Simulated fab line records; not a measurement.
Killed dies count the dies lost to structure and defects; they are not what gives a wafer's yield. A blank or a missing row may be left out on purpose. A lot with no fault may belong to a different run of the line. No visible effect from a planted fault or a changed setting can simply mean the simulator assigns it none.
One fault seen from 2 desks :: flow sky130 :: what lay behind the numbers comes last; until then each desk has only its own

THE TOOL OWNER'S DESK: implanter-04
SKY_LDD_N_IMPLANT_11, tool's own readings: per-lot mean of the sampled wafers with a number, covering each lot this tool ran. A lot is out of limits, marked OUT, if its mean lies more than 4 standard deviations from the usual mean; the brackets give that distance.
Columns: A = doseIonsCm2 at SKY_LDD_N_IMPLANT_11, usual 7.501e+13; B = faradayCurrentUA at SKY_LDD_N_IMPLANT_11, usual 424
lot: L553
first seen here: day 18 12:20
A: 7.494e+13
B: 435

lot: L555
first seen here: day 19 00:14
A: 7.492e+13
B: 413

lot: L556
first seen here: day 19 08:38
A: 7.503e+13
B: 422

lot: L558
first seen here: day 20 05:07
A: 7.505e+13
B: 424

lot: L559
first seen here: day 20 07:14
A: 7.495e+13
B: 416

lot: L562
first seen here: day 21 05:38
A: 6.182e+13 (-99 or more) OUT
B: 350 (-8.5) OUT

lot: L563
first seen here: day 21 17:01
A: 6.186e+13 (-99 or more) OUT
B: 349 (-8.7) OUT

lot: L572
first seen here: day 24 23:51
A: 7.499e+13
B: 419
This desk finds L562, L563 out of limits, L562 being first, at day 21 05:38 (doseIonsCm2 at SKY_LDD_N_IMPLANT_11). Within limits: L553, L555, L556, L558, L559, L572.

FROM THE METROLOGY DESK
Lot by lot, what the gauges showed, no matter which tool ran the lot: averages of those sampled wafers that carry a number. A lot is out of limits, marked OUT, if its mean lies more than 4 standard deviations from the usual mean; the brackets give that distance.
Columns: A = SONOS_ONO_OVL at SKY_SONOS_ONO_OVL_MEAS_14, usual 0.2 nm; B = POLY_GATE_OXIDATION_THK at SKY_POLY_GATE_THK_MEAS_21, usual 3.96 nm; C = LDD_P_OVL at SKY_LDD_P_OVL_MEAS_08, usual -0.8 nm
lot: L553
first seen here: day 13 04:25
A: -0.2
B: 3.93
C: 0.6

lot: L555
first seen here: day 13 16:51
A: 1.6
B: 3.97
C: 1.0

lot: L554
first seen here: day 13 16:55
A: -1.1
B: 4.06
C: -2.2

lot: L556
first seen here: day 14 04:03
A: 0.7
B: 3.96
C: -0.1

lot: L557
first seen here: day 14 10:01
A: -1.5
B: 3.91
C: 0.8

lot: L558
first seen here: day 14 21:01
A: -1.2
B: 3.92
C: 1.2

lot: L559
first seen here: day 14 21:19
A: -0.2
B: 3.92
C: -3.2

lot: L562
first seen here: day 15 17:43
A: 0.2
B: 3.96
C: 0.1

lot: L563
first seen here: day 16 05:10
A: -0.1
B: 3.75
C: -1.3

lot: L564
first seen here: day 16 09:24
A: 0.5
B: 4.02
C: -0.7

lot: L571
first seen here: day 19 02:38
A: 0.6
B: 3.92
C: 1.3

lot: L572
first seen here: day 19 09:26
A: -0.5
B: 3.76
C: -1.5

lot: L574
first seen here: day 20 02:39
A: 1.4
B: 4.03
C: -2.2

lot: L575
first seen here: day 20 13:00
A: -0.9
B: 4.01
C: -2.5
Result from this desk: across the 14 lots, nothing is out of limits.

PUT TOGETHER
An alarm could have come from the tool owner's desk at day 21 05:38, on L562, L563.
The metrology desk saw nothing out of limits.
The metrology desk has L562, L563 on record, within its limits.
On implanter-04, each named lot ran SKY_LDD_N_IMPLANT_11.

WHAT WAS PUT IN BY THE SIMULATOR
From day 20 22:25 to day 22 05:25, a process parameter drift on implanter-04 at SKY_LDD_N_IMPLANT_11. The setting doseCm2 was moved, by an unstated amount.
Lots struck among those shown: L562, L563.
Hours from the fault's start to each desk's first reading out of limits: the tool owner's desk, 7.
